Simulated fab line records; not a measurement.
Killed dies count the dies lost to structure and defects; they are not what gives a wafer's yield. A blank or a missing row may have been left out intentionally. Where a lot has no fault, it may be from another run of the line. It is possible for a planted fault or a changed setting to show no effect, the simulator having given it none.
fab line records ; flow sky130
record lots=14; wafers=42; last-day=50
route steps=708 shown NWELL@77 POLY_GATE@228 CONTACT@409 PAD_OPEN@708
lots untouched by any fault: they come from a run of this same line in which no faults occurred
start-h: hours from the record's opening day to when the first of the lot's shown wafers began ; wait-h: hours elapsed since this lot's preceding step ; " as in the row above ; L1.1+2: a single row standing in for several wafers ; - no value present, or no start provided ; * or withheld: withheld ; < > ~ a bound
route shown NAME@n: a module of which the file shows steps, and the number in the route of the first ; usual: average and standard deviation across the fault-free wafers ; same: alike in all rows ; chamber/n: place in a boat ; sites: readings site by site ; _std_site: how widely they spread, as a standard deviation ; _edge_site: mean of outer sites minus mean of inner sites ; radius-mm: how far each site lies from the wafer's centre ; mask NAME#n: copy n ; behind: tool/chamber where the wafer was last shaped ; hold: reason for holding the lot/hours on hold/outcome of the hold ; device: the n, p or np transistor that did not switch ; end of line: the tests these same wafers got at the end of their route ; where a step has no rows: the recipe by itself ; killed: at the first sort, the dies lost to defects and structure; wafer yield is something else ; map: shows each die of a wafer: x if killed, . if not, _ if none is there
set.NAME: the run value of the setting; set.NAME@STEP: its run value at that earlier step ; model.NAME: the simulator's own value behind a step, which no gauge read
steps of the route over a sample of lots; a table a step, a row a wafer
services: from which hour (start-h, from the record's first day; less than 0 if before it) a tool's chamber was out of use, for how many hours, and why
## steps
# step SKY_NWELL_IMPLANT_24
# recipe species=B; energy-kev=140; dose-cm2=9.2e+12; tilt-deg=withheld
# usual dose-ions-cm2=9.201e+12/1e+10; end-station-pressure-torr=5.07e-06/2.6e-07
lot.wafer;tool;chamber;start-h;wait-h;dose-ions-cm2;end-station-pressure-torr
L891.1;implanter-02;0;110.75;0.0;9.209e+12;4.72e-06
L891.3;implanter-02;0;110.75;0.0;9.203e+12;5.43e-06
L891.5;implanter-02;0;110.75;0.0;9.197e+12;4.99e-06
L895.2;implanter-03;0;128.14;0.0;9.544e+12;4.77e-06
L895.3;implanter-03;0;128.14;0.0;9.533e+12;4.62e-06
L895.6;implanter-03;0;128.14;0.0;9.54e+12;5.03e-06
L896.1;implanter-03;0;134.05;0.0;9.532e+12;4.89e-06
L896.2;implanter-03;0;134.05;0.0;9.519e+12;4.75e-06
L896.6;implanter-03;0;134.05;0.0;9.547e+12;5.13e-06
L904.2;implanter-02;0;183.38;0.0;9.212e+12;5.18e-06
L904.4;implanter-02;0;183.38;0.0;9.204e+12;4.7e-06
L904.6;implanter-02;0;183.38;0.0;9.214e+12;5.19e-06
L905.2;implanter-02;0;188.88;0.0;9.197e+12;4.93e-06
L905.4;implanter-02;0;188.88;0.0;9.207e+12;5.74e-06
L905.5;implanter-02;0;188.88;0.0;9.206e+12;4.75e-06
L906.1;implanter-04;0;192.21;0.0;9.208e+12;5.25e-06
L906.3;implanter-04;0;192.21;0.0;9.195e+12;4.76e-06
L906.5;implanter-04;0;192.21;0.0;9.21e+12;4.87e-06
L907.2;implanter-02;0;199.83;0.0;9.196e+12;5.52e-06
L907.5;implanter-02;0;199.83;0.0;9.193e+12;4.96e-06
L907.6;implanter-02;0;199.83;0.0;9.193e+12;4.82e-06
L908.3;implanter-02;0;206.51;0.1;9.197e+12;4.95e-06
L908.4;implanter-02;0;206.51;0.1;9.196e+12;5.26e-06
L908.6;implanter-02;0;206.51;0.1;9.193e+12;4.85e-06
L909.1;implanter-04;0;216.50;0.0;9.19e+12;5.38e-06
L909.2;implanter-04;0;216.50;0.0;9.192e+12;4.66e-06
L909.4;implanter-04;0;216.50;0.0;9.199e+12;5.26e-06
L910.2;implanter-04;0;218.23;0.0;9.194e+12;5.4e-06
L910.3;implanter-04;0;218.23;0.0;9.204e+12;5.14e-06
L910.4;implanter-04;0;218.23;0.0;9.199e+12;5.57e-06
L911.2;implanter-03;0;225.68;0.0;9.203e+12;4.91e-06
L911.3;implanter-03;0;225.68;0.0;9.212e+12;5.16e-06
L911.5;implanter-03;0;225.68;0.0;9.208e+12;4.94e-06
L912.1;implanter-03;0;230.11;0.0;9.192e+12;5.18e-06
L912.2;implanter-03;0;230.11;0.0;9.2e+12;4.87e-06
L912.6;implanter-03;0;230.11;0.0;9.192e+12;5.21e-06
L913.2;implanter-03;0;238.18;0.0;9.188e+12;4.62e-06
L913.5;implanter-03;0;238.18;0.0;9.183e+12;5.09e-06
L913.6;implanter-03;0;238.18;0.0;9.185e+12;5.24e-06
L914.1;implanter-03;0;244.96;0.0;9.185e+12;5.03e-06
L914.4;implanter-03;0;244.96;0.0;9.202e+12;5.06e-06
L914.5;implanter-03;0;244.96;0.0;9.189e+12;5.37e-06
# step SKY_POLY_GATE_OVL_MEAS_14
# usual POLY_GATE_OVL=4/6.4
lot.wafer;tool;chamber;start-h;wait-h;POLY_GATE_OVL[nm]
L891.1;overlay-01;-;372.69;0.1;11
L891.3;overlay-01;-;372.69;0.1;7
L891.5;overlay-01;-;372.69;0.1;9
L895.2;overlay-02;-;400.40;0.1;4
L895.3;overlay-02;-;400.40;0.1;4
L895.6;overlay-02;-;400.40;0.1;3
L896.1;overlay-02;-;411.49;0.1;18
L896.2;overlay-02;-;411.49;0.1;4
L896.6;overlay-02;-;411.49;0.1;6
L904.2;overlay-02;-;486.40;0.1;14
L904.4;overlay-02;-;486.40;0.1;13
L904.6;overlay-02;-;486.40;0.1;6
L905.2;overlay-02;-;495.70;0.1;1
L905.4;overlay-02;-;495.70;0.1;4
L905.5;overlay-02;-;495.70;0.1;5
L906.1;overlay-01;-;496.83;0.1;7
L906.3;overlay-01;-;496.83;0.1;8
L906.5;overlay-01;-;496.83;0.1;3
L907.2;overlay-02;-;508.55;0.1;1
L907.5;overlay-02;-;508.55;0.1;6
L907.6;overlay-02;-;508.55;0.1;2
L908.3;overlay-01;-;517.80;0.1;1
L908.4;overlay-01;-;517.80;0.1;9
L908.6;overlay-01;-;517.80;0.1;9
L909.1;overlay-02;-;533.98;0.1;5
L909.2;overlay-02;-;533.98;0.1;9
L909.4;overlay-02;-;533.98;0.1;6
L910.2;overlay-02;-;536.05;0.1;0
L910.3;overlay-02;-;536.05;0.1;3
L910.4;overlay-02;-;536.05;0.1;6
L911.2;overlay-01;-;543.85;0.1;16
L911.3;overlay-01;-;543.85;0.1;14
L911.5;overlay-01;-;543.85;0.1;2
L912.1;overlay-01;-;548.89;0.1;3
L912.2;overlay-01;-;548.89;0.1;13
L912.6;overlay-01;-;548.89;0.1;17
L913.2;overlay-02;-;558.00;0.1;6
L913.5;overlay-02;-;558.00;0.1;-8
L913.6;overlay-02;-;558.00;0.1;3
L914.1;overlay-01;-;569.49;0.1;-4
L914.4;overlay-01;-;569.49;0.1;-3
L914.5;overlay-01;-;569.49;0.1;-3
# step SKY_CONTACT_THK_MEAS_03
# recipe reads=SiO2_of_CONTACT_HDPCVD_02
# usual CONTACT_HDPCVD_THK=566/6.7
lot.wafer;tool;chamber;start-h;wait-h;CONTACT_HDPCVD_THK[nm]
L891.1;film-metro-01;-;708.94;0.0;566
L891.3;film-metro-01;-;708.94;0.0;566
L891.5;film-metro-01;-;708.94;0.0;574
L895.2;film-metro-03;-;733.80;0.0;563
L895.3;film-metro-03;-;733.80;0.0;563
L895.6;film-metro-03;-;733.80;0.0;560
L896.1;film-metro-02;-;744.10;0.0;564
L896.2;film-metro-02;-;744.10;0.0;566
L896.6;film-metro-02;-;744.10;0.0;550
L904.2;film-metro-01;-;809.57;0.0;568
L904.4;film-metro-01;-;809.57;0.0;571
L904.6;film-metro-01;-;809.57;0.0;564
L905.2;film-metro-01;-;816.76;0.0;568
L905.4;film-metro-01;-;816.76;0.0;577
L905.5;film-metro-01;-;816.76;0.0;581
L906.1;film-metro-01;-;818.84;0.0;569
L906.3;film-metro-01;-;818.84;0.0;577
L906.5;film-metro-01;-;818.84;0.0;578
L907.2;film-metro-01;-;827.14;0.0;573
L907.5;film-metro-01;-;827.14;0.0;573
L907.6;film-metro-01;-;827.14;0.0;578
L908.3;film-metro-01;-;833.34;0.1;553
L908.4;film-metro-01;-;833.34;0.1;561
L908.6;film-metro-01;-;833.34;0.1;562
L909.1;film-metro-01;-;848.74;0.0;564
L909.2;film-metro-01;-;848.74;0.0;560
L909.4;film-metro-01;-;848.74;0.0;561
L910.2;film-metro-01;-;851.84;0.0;563
L910.3;film-metro-01;-;851.84;0.0;565
L910.4;film-metro-01;-;851.84;0.0;565
L911.2;film-metro-03;-;855.25;0.0;568
L911.3;film-metro-03;-;855.25;0.0;555
L911.5;film-metro-03;-;855.25;0.0;565
L912.1;film-metro-01;-;864.05;0.0;558
L912.2;film-metro-01;-;864.05;0.0;565
L912.6;film-metro-01;-;864.05;0.0;561
L913.2;film-metro-03;-;871.46;0.0;569
L913.5;film-metro-03;-;871.46;0.0;561
L913.6;film-metro-03;-;871.46;0.0;564
L914.1;film-metro-02;-;877.50;0.0;570
L914.4;film-metro-02;-;877.50;0.0;566
L914.5;film-metro-02;-;877.50;0.0;564
# step SKY_CONTACT_RS_MEAS_25
# recipe thk-meas-gauge=four-point-probe; reads=W_of_CONTACT_CVD_24+TiN_of_CONTACT_SPUTTER_23
# usual CONTACT_W_RS=0.340/0.0041
lot.wafer;tool;chamber;start-h;wait-h;CONTACT_W_RS[ohm/sq]
L891.1;film-metro-02;-;738.38;0.1;0.342
L891.3;film-metro-02;-;738.38;0.1;0.338
L891.5;film-metro-02;-;738.38;0.1;0.339
L895.2;film-metro-02;-;762.37;0.1;0.335
L895.3;film-metro-02;-;762.37;0.1;0.346
L895.6;film-metro-02;-;762.37;0.1;0.341
L896.1;film-metro-02;-;773.27;0.1;0.349
L896.2;film-metro-02;-;773.27;0.1;0.333
L896.6;film-metro-02;-;773.27;0.1;0.334
L904.2;film-metro-03;-;838.00;0.1;0.338
L904.4;film-metro-03;-;838.00;0.1;0.338
L904.6;film-metro-03;-;838.00;0.1;0.336
L905.2;film-metro-02;-;844.65;0.2;0.339
L905.4;film-metro-02;-;844.65;0.2;0.342
L905.5;film-metro-02;-;844.65;0.2;0.340
L906.1;film-metro-03;-;846.02;0.1;0.332
L906.3;film-metro-03;-;846.02;0.1;0.334
L906.5;film-metro-03;-;846.02;0.1;0.333
L907.2;film-metro-01;-;854.45;0.1;0.336
L907.5;film-metro-01;-;854.45;0.1;0.343
L907.6;film-metro-01;-;854.45;0.1;0.338
L908.3;film-metro-01;-;860.16;0.1;0.342
L908.4;film-metro-01;-;860.16;0.1;0.336
L908.6;film-metro-01;-;860.16;0.1;0.332
L909.1;film-metro-01;-;874.92;0.1;0.332
L909.2;film-metro-01;-;874.92;0.1;0.339
L909.4;film-metro-01;-;874.92;0.1;0.343
L910.2;film-metro-03;-;878.69;0.1;0.343
L910.3;film-metro-03;-;878.69;0.1;0.337
L910.4;film-metro-03;-;878.69;0.1;0.340
L911.2;film-metro-03;-;882.40;0.1;0.333
L911.3;film-metro-03;-;882.40;0.1;0.341
L911.5;film-metro-03;-;882.40;0.1;0.332
L912.1;film-metro-02;-;891.17;0.1;0.341
L912.2;film-metro-02;-;891.17;0.1;0.333
L912.6;film-metro-02;-;891.17;0.1;0.339
L913.2;film-metro-01;-;898.48;0.1;0.340
L913.5;film-metro-01;-;898.48;0.1;0.338
L913.6;film-metro-01;-;898.48;0.1;0.337
L914.1;film-metro-02;-;904.18;0.1;0.335
L914.4;film-metro-02;-;904.18;0.1;0.338
L914.5;film-metro-02;-;904.18;0.1;0.339
# step SKY_PAD_OPEN_PROBE_99
# usual killed_at_M0_to_M3=44/7.1; killed_at_M4_up=3/1.6; killed-at-contacts=24/5.4; killed-at-front-end=15/4.7; killed-at-other=0.3/0.51; killed-dies=87/9.9; killed-on-rim=17/4; killed-open=48/7.6; killed-short=39/6.3
# same gross-dies=492; killed-at-back-side=0
lot.wafer;tool;chamber;start-h;wait-h;killed_at_M0_to_M3;killed_at_M4_up;killed-at-contacts;killed-at-front-end;killed-at-other;killed-dies;killed-on-rim;killed-open;killed-short
L891.1;prober-02;-;1075.14;0.1;43;0;15;14;0;72;10;44;28
L891.3;prober-02;-;1075.24;0.2;43;2;28;14;0;87;18;48;39
L891.5;prober-02;-;1075.34;0.2;48;3;34;23;1;109;22;63;46
L895.2;prober-02;-;1093.59;0.1;51;1;30;10;0;92;22;50;42
L895.3;prober-02;-;1093.64;0.2;40;2;33;17;0;92;24;44;48
L895.6;prober-02;-;1093.79;0.2;54;5;26;14;1;100;17;56;44
L896.1;prober-01;-;1104.50;0.1;51;2;23;8;0;84;13;47;37
L896.2;prober-01;-;1104.55;0.1;38;4;27;18;0;87;13;47;40
L896.6;prober-01;-;1104.75;0.2;41;4;39;14;0;98;16;56;42
L904.2;prober-02;-;1153.94;0.1;43;4;17;15;0;79;7;34;45
L904.4;prober-02;-;1154.04;0.2;60;1;16;21;0;98;11;61;37
L904.6;prober-02;-;1154.14;0.2;45;2;23;13;0;83;20;43;40
L905.2;prober-01;-;1156.00;0.1;36;3;23;17;0;79;11;50;29
L905.4;prober-01;-;1156.10;0.2;43;3;18;21;0;85;21;49;36
L905.5;prober-01;-;1156.15;0.2;45;4;20;16;1;86;20;50;36
L906.1;prober-02;-;1158.03;0.1;38;3;14;11;0;66;9;37;29
L906.3;prober-02;-;1158.13;0.2;37;2;24;12;0;75;14;33;42
L906.5;prober-02;-;1158.23;0.2;53;0;21;19;1;94;19;45;49
L907.2;prober-01;-;1162.38;0.1;46;3;27;12;0;88;20;52;36
L907.5;prober-01;-;1162.53;0.2;68;1;27;14;0;110;21;67;43
L907.6;prober-01;-;1162.58;0.2;48;3;22;10;0;83;12;55;28
L908.3;prober-02;-;1165.30;0.2;52;2;30;20;0;104;16;61;43
L908.4;prober-02;-;1165.35;0.2;42;2;18;10;0;72;15;40;32
L908.6;prober-02;-;1165.45;0.2;35;5;19;7;0;66;10;37;29
L909.1;prober-01;-;1175.54;0.1;42;2;21;12;0;77;14;38;39
L909.2;prober-01;-;1175.59;0.1;39;1;27;11;0;78;17;38;40
L909.4;prober-01;-;1175.69;0.2;37;2;34;12;0;85;14;48;37
L910.2;prober-02;-;1179.51;0.1;43;4;14;16;0;77;14;45;32
L910.3;prober-02;-;1179.56;0.2;39;5;18;10;0;72;11;37;35
L910.4;prober-02;-;1179.61;0.2;39;2;29;14;1;85;17;48;37
L911.2;prober-01;-;1180.74;0.1;51;3;29;26;0;109;25;57;52
L911.3;prober-01;-;1180.79;0.2;49;1;26;14;0;90;14;37;53
L911.5;prober-01;-;1180.89;0.2;40;3;26;22;0;91;20;51;40
L912.1;prober-02;-;1188.64;0.1;61;2;23;12;0;98;22;53;45
L912.2;prober-02;-;1188.69;0.1;48;5;17;17;0;87;22;48;39
L912.6;prober-02;-;1188.89;0.2;37;1;27;19;1;85;18;46;39
L913.2;prober-01;-;1191.54;0.1;43;4;22;12;2;83;17;43;40
L913.5;prober-01;-;1191.69;0.2;31;10;22;11;0;74;18;41;33
L913.6;prober-01;-;1191.74;0.2;37;1;25;7;1;71;14;43;28
L914.1;prober-02;-;1196.24;0.1;52;4;21;12;0;89;17;45;44
L914.4;prober-02;-;1196.39;0.2;40;2;22;11;0;75;16;44;31
L914.5;prober-02;-;1196.44;0.2;47;3;23;18;0;91;19;48;43
# killed by level:class
L891.1 VIA1:geometric-particle:open=12 VIA3:geometric-particle:open=7 CONTACT:geometric-particle:open=6 POLY_GATE:geometric-particle:open=5 METAL1:geometric-particle:short=5 VIA2:geometric-particle:open=5 LI_CONTACT:geometric-particle:open=4 METAL3:geometric-particle:short=4
L891.3 CONTACT:geometric-particle:open=11 VIA1:geometric-particle:open=10 VIA3:geometric-particle:open=8 VIA2:geometric-particle:open=6 LI_CONTACT:geometric-particle:open=6 FIELD_ISO:geometric-particle:short=5 CONTACT:geometric-particle:short=5 VIA1:geometric-particle:short=4
L891.5 CONTACT:geometric-particle:open=13 VIA1:geometric-particle:open=13 LI_CONTACT:geometric-particle:open=10 VIA3:geometric-particle:open=9 POLY_GATE:geometric-particle:short=7 LOCAL_INTERCONNECT:geometric-particle:short=6 METAL2:geometric-particle:short=6 POLY_GATE:geometric-particle:open=5
L895.2 CONTACT:geometric-particle:open=9 VIA1:geometric-particle:open=9 VIA1:geometric-particle:short=8 LOCAL_INTERCONNECT:geometric-particle:short=8 VIA3:geometric-particle:open=7 VIA2:geometric-particle:open=7 LI_CONTACT:geometric-particle:open=5 CONTACT:geometric-particle:short=4
L895.3 LI_CONTACT:geometric-particle:open=11 METAL1:geometric-particle:short=9 VIA1:geometric-particle:open=8 CONTACT:geometric-particle:open=7 LOCAL_INTERCONNECT:geometric-particle:short=6 METAL2:geometric-particle:short=6 VIA3:geometric-particle:open=5 LI_CONTACT:geometric-particle:short=5
L895.6 VIA2:geometric-particle:open=11 VIA1:geometric-particle:open=11 CONTACT:geometric-particle:open=9 VIA1:geometric-particle:short=7 CONTACT:geometric-particle:short=7 VIA3:geometric-particle:open=7 METAL2:geometric-particle:short=5 POLY_GATE:geometric-particle:short=4
L896.1 CONTACT:geometric-particle:open=10 VIA1:geometric-particle:open=10 VIA2:geometric-particle:open=9 VIA1:geometric-particle:short=8 LI_CONTACT:geometric-particle:open=7 METAL1:geometric-particle:short=7 VIA3:geometric-particle:short=5 METAL2:geometric-particle:short=4
L896.2 LI_CONTACT:geometric-particle:open=8 CONTACT:geometric-particle:open=8 CONTACT:geometric-particle:short=7 VIA2:geometric-particle:open=7 VIA1:geometric-particle:short=7 METAL2:geometric-particle:short=6 VIA1:geometric-particle:open=6 POLY_GATE:geometric-particle:open=4
L896.6 CONTACT:geometric-particle:open=17 LI_CONTACT:geometric-particle:open=11 VIA1:geometric-particle:open=9 METAL1:geometric-particle:short=8 CONTACT:geometric-particle:short=6 VIA3:geometric-particle:open=6 VIA3:geometric-particle:short=5 POLY_GATE:geometric-particle:open=4
L904.2 METAL1:geometric-particle:short=12 VIA1:geometric-particle:open=9 CONTACT:geometric-particle:open=8 POLY_GATE:geometric-particle:short=7 VIA3:geometric-particle:open=6 VIA1:geometric-particle:short=5 LOCAL_INTERCONNECT:geometric-particle:short=4 METAL2:geometric-particle:short=4
L904.4 VIA1:geometric-particle:open=14 VIA3:geometric-particle:open=11 METAL2:geometric-particle:short=9 POLY_GATE:geometric-particle:open=7 VIA2:geometric-particle:open=7 CONTACT:geometric-particle:open=6 FIELD_ISO:geometric-particle:open=5 POLY_GATE:geometric-particle:short=4
L904.6 METAL1:geometric-particle:short=10 CONTACT:geometric-particle:open=9 VIA3:geometric-particle:open=8 LI_CONTACT:geometric-particle:open=7 VIA1:geometric-particle:open=7 FIELD_ISO:geometric-particle:short=5 METAL2:geometric-particle:short=5 POLY_GATE:geometric-particle:open=4
L905.2 LI_CONTACT:geometric-particle:open=14 VIA1:geometric-particle:open=8 VIA3:geometric-particle:open=8 FIELD_ISO:geometric-particle:open=5 POLY_GATE:geometric-particle:short=5 METAL1:geometric-particle:short=4 CONTACT:geometric-particle:open=4 VIA2:geometric-particle:open=4
L905.4 VIA2:geometric-particle:open=9 VIA1:geometric-particle:open=7 FIELD_ISO:geometric-particle:short=6 CONTACT:geometric-particle:open=6 VIA3:geometric-particle:short=5 VIA3:geometric-particle:open=5 FIELD_ISO:geometric-particle:open=4 LI_CONTACT:geometric-particle:open=4
L905.5 VIA1:geometric-particle:open=15 CONTACT:geometric-particle:open=9 METAL2:geometric-particle:short=7 LI_CONTACT:geometric-particle:open=6 POLY_GATE:geometric-particle:open=5 VIA2:geometric-particle:open=5 SPACER:geometric-particle:short=4 METAL1:geometric-particle:short=4
L906.1 VIA1:geometric-particle:open=8 VIA2:geometric-particle:open=7 FIELD_ISO:geometric-particle:open=6 METAL1:geometric-particle:short=6 CONTACT:geometric-particle:open=4 METAL2:geometric-particle:short=4 POLY_GATE:geometric-particle:open=3 LI_CONTACT:geometric-particle:open=3
L906.3 VIA1:geometric-particle:short=9 VIA1:geometric-particle:open=8 LI_CONTACT:geometric-particle:open=7 CONTACT:geometric-particle:open=7 METAL2:geometric-particle:short=6 POLY_GATE:geometric-particle:short=4 LI_CONTACT:geometric-particle:short=4 METAL1:geometric-particle:short=4
L906.5 VIA1:geometric-particle:open=13 METAL1:geometric-particle:short=10 LOCAL_INTERCONNECT:geometric-particle:short=8 VIA2:geometric-particle:open=8 POLY_GATE:geometric-particle:open=7 FIELD_ISO:geometric-particle:short=6 VIA1:geometric-particle:short=6 VIA3:geometric-particle:open=6
L907.2 VIA1:geometric-particle:open=15 CONTACT:geometric-particle:open=8 VIA2:geometric-particle:open=8 LI_CONTACT:geometric-particle:open=7 FIELD_ISO:geometric-particle:open=5 LI_CONTACT:geometric-particle:short=5 VIA2:geometric-particle:short=5 CONTACT:geometric-particle:short=4
L907.5 VIA1:geometric-particle:open=20 CONTACT:geometric-particle:open=13 VIA3:geometric-particle:open=9 VIA1:geometric-particle:short=9 VIA2:geometric-particle:open=9 METAL2:geometric-particle:short=7 LOCAL_INTERCONNECT:geometric-particle:short=5 POLY_GATE:geometric-particle:short=4
L907.6 VIA2:geometric-particle:open=12 VIA3:geometric-particle:open=9 VIA1:geometric-particle:open=8 CONTACT:geometric-particle:open=7 LI_CONTACT:geometric-particle:open=6 POLY_GATE:geometric-particle:open=5 VIA1:geometric-particle:short=5 VIA3:geometric-particle:short=5
L908.3 VIA1:geometric-particle:open=14 LI_CONTACT:geometric-particle:open=12 VIA3:geometric-particle:open=8 CONTACT:geometric-particle:open=6 POLY_GATE:geometric-particle:open=5 CONTACT:geometric-particle:short=5 METAL1:geometric-particle:short=5 VIA1:geometric-particle:short=5
L908.4 VIA1:geometric-particle:open=12 CONTACT:geometric-particle:open=7 VIA3:geometric-particle:open=7 LI_CONTACT:geometric-particle:open=6 METAL2:geometric-particle:short=5 METAL1:geometric-particle:short=4 METAL3:geometric-particle:short=4 FIELD_ISO:geometric-particle:open=3
L908.6 VIA1:geometric-particle:open=8 CONTACT:geometric-particle:open=7 LI_CONTACT:geometric-particle:open=6 METAL1:geometric-particle:short=5 VIA3:geometric-particle:open=5 VIA1:geometric-particle:short=4 VIA2:geometric-particle:open=4 VIA2:geometric-particle:short=4
L909.1 VIA1:geometric-particle:open=12 CONTACT:geometric-particle:short=8 METAL1:geometric-particle:short=7 CONTACT:geometric-particle:open=6 VIA2:geometric-particle:open=6 FIELD_ISO:geometric-particle:short=4 VIA3:geometric-particle:open=4 METAL2:geometric-particle:short=4
L909.2 VIA1:geometric-particle:open=9 METAL2:geometric-particle:short=8 LI_CONTACT:geometric-particle:open=6 VIA3:geometric-particle:open=6 CONTACT:geometric-particle:open=6 CONTACT:geometric-particle:short=6 VIA2:geometric-particle:open=4 LI_CONTACT:geometric-particle:short=4
L909.4 CONTACT:geometric-particle:open=16 VIA2:geometric-particle:open=8 LI_CONTACT:geometric-particle:open=7 VIA1:geometric-particle:open=7 POLY_GATE:geometric-particle:short=5 VIA1:geometric-particle:short=5 METAL1:geometric-particle:short=5 FIELD_ISO:geometric-particle:short=4
L910.2 VIA1:geometric-particle:open=11 VIA3:geometric-particle:open=9 LI_CONTACT:geometric-particle:open=6 FIELD_ISO:geometric-particle:open=5 POLY_GATE:geometric-particle:short=5 METAL1:geometric-particle:short=5 VIA1:geometric-particle:short=5 FIELD_ISO:geometric-particle:short=4
L910.3 VIA1:geometric-particle:open=11 VIA2:geometric-particle:open=6 CONTACT:geometric-particle:short=6 VIA1:geometric-particle:short=5 LI_CONTACT:geometric-particle:open=4 LOCAL_INTERCONNECT:geometric-particle:short=4 VIA3:geometric-particle:open=4 POLY_GATE:geometric-particle:open=3
L910.4 VIA1:geometric-particle:open=13 CONTACT:geometric-particle:open=8 LOCAL_INTERCONNECT:geometric-particle:short=7 METAL2:geometric-particle:short=7 FIELD_ISO:geometric-particle:open=5 CONTACT:geometric-particle:short=5 POLY_GATE:geometric-particle:short=4 LOCAL_INTERCONNECT:geometric-particle:open=4
L911.2 VIA1:geometric-particle:open=15 LI_CONTACT:geometric-particle:open=9 LOCAL_INTERCONNECT:geometric-particle:short=8 CONTACT:geometric-particle:open=7 FIELD_ISO:geometric-particle:short=6 VIA1:geometric-particle:short=6 POLY_GATE:geometric-particle:short=5 VIA2:geometric-particle:open=5
L911.3 METAL1:geometric-particle:short=11 VIA1:geometric-particle:open=8 LI_CONTACT:geometric-particle:open=8 CONTACT:geometric-particle:short=6 VIA2:geometric-particle:short=6 METAL2:geometric-particle:short=6 VIA3:geometric-particle:open=6 FIELD_ISO:geometric-particle:short=5
L911.5 CONTACT:geometric-particle:open=9 VIA1:geometric-particle:open=9 VIA2:geometric-particle:open=8 LI_CONTACT:geometric-particle:open=7 POLY_GATE:geometric-particle:open=6 FIELD_ISO:geometric-particle:short=5 VIA2:geometric-particle:short=5 CONTACT:geometric-particle:short=5
L912.1 VIA1:geometric-particle:open=15 METAL2:geometric-particle:short=10 VIA3:geometric-particle:open=10 CONTACT:geometric-particle:short=9 METAL1:geometric-particle:short=7 CONTACT:geometric-particle:open=6 VIA2:geometric-particle:open=6 VIA1:geometric-particle:short=5
L912.2 VIA2:geometric-particle:open=9 VIA1:geometric-particle:open=7 LI_CONTACT:geometric-particle:open=6 POLY_GATE:geometric-particle:open=6 METAL2:geometric-particle:short=6 VIA2:geometric-particle:short=5 POLY_GATE:geometric-particle:short=5 CONTACT:geometric-particle:short=5
L912.6 CONTACT:geometric-particle:open=9 VIA1:geometric-particle:open=9 CONTACT:geometric-particle:short=7 METAL2:geometric-particle:short=7 VIA3:geometric-particle:open=6 FIELD_ISO:geometric-particle:open=5 POLY_GATE:geometric-particle:open=5 LI_CONTACT:geometric-particle:open=5
L913.2 VIA1:geometric-particle:open=16 METAL1:geometric-particle:short=8 CONTACT:geometric-particle:open=6 CONTACT:geometric-particle:short=6 VIA3:geometric-particle:short=4 METAL2:geometric-particle:short=4 FIELD_ISO:geometric-particle:short=3 POLY_CUT:geometric-particle:open=3
L913.5 LI_CONTACT:geometric-particle:open=9 VIA1:geometric-particle:open=9 METAL4:geometric-particle:short=7 CONTACT:geometric-particle:open=4 LOCAL_INTERCONNECT:geometric-particle:short=4 METAL1:geometric-particle:short=4 VIA3:geometric-particle:open=4 POLY_GATE:geometric-particle:short=3
L913.6 CONTACT:geometric-particle:open=11 VIA3:geometric-particle:open=8 VIA2:geometric-particle:open=7 LI_CONTACT:geometric-particle:open=6 METAL1:geometric-particle:short=4 VIA1:geometric-particle:short=4 METAL2:geometric-particle:short=4 POLY_GATE:geometric-particle:short=3
L914.1 VIA1:geometric-particle:open=9 LI_CONTACT:geometric-particle:open=8 VIA3:geometric-particle:open=7 VIA3:geometric-particle:short=7 CONTACT:geometric-particle:open=6 METAL2:geometric-particle:short=6 VIA1:geometric-particle:short=5 FIELD_ISO:geometric-particle:short=4
L914.4 VIA1:geometric-particle:open=11 CONTACT:geometric-particle:open=9 CONTACT:geometric-particle:short=7 VIA2:geometric-particle:open=6 LI_CONTACT:geometric-particle:open=5 VIA3:geometric-particle:short=5 METAL2:geometric-particle:short=4 VIA3:geometric-particle:open=4
L914.5 VIA1:geometric-particle:open=12 CONTACT:geometric-particle:open=8 VIA3:geometric-particle:open=7 POLY_GATE:geometric-particle:open=5 LI_CONTACT:geometric-particle:open=5 METAL2:geometric-particle:short=5 VIA1:geometric-particle:short=5 METAL3:geometric-particle:short=5
## services
tool;chamber;start-h;hours;kind
implanter-02;-;140.00;0.5;repair
implanter-03;-;209.57;4.1;repair
implanter-04;-;220.57;2.5;repair
implanter-03;-;233.65;4.3;pm
## key
first-sign step=SKY_NWELL_IMPLANT_24; reading=dose-ions-cm2; direction=up; sigmas=33; usual=*; struck=*
effect none on later readings
met-at SKY_NWELL_IMPLANT_24
struck-lots L895,L896
tester-left-out L895,L896
not-acting-at SKY_POLY_GATE_OVL_MEAS_14,SKY_CONTACT_THK_MEAS_03,SKY_CONTACT_RS_MEAS_25
fault kind=process-parameter-drift; tool=implanter-03; chamber=-; onset-h=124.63; steps=SKY_NWELL_IMPLANT_24; channel=dose-cm2; offset=*; shape=step; end-h=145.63; acts-in=*; stated=*
# tester-left-out: of these lots the tester's yield and bins aren't shown, on N5 and GAA mostly nor the transistor test; their killed dies are dies lost to structure and defects alone, not to doping, threshold or leakage, so they don't give the yield
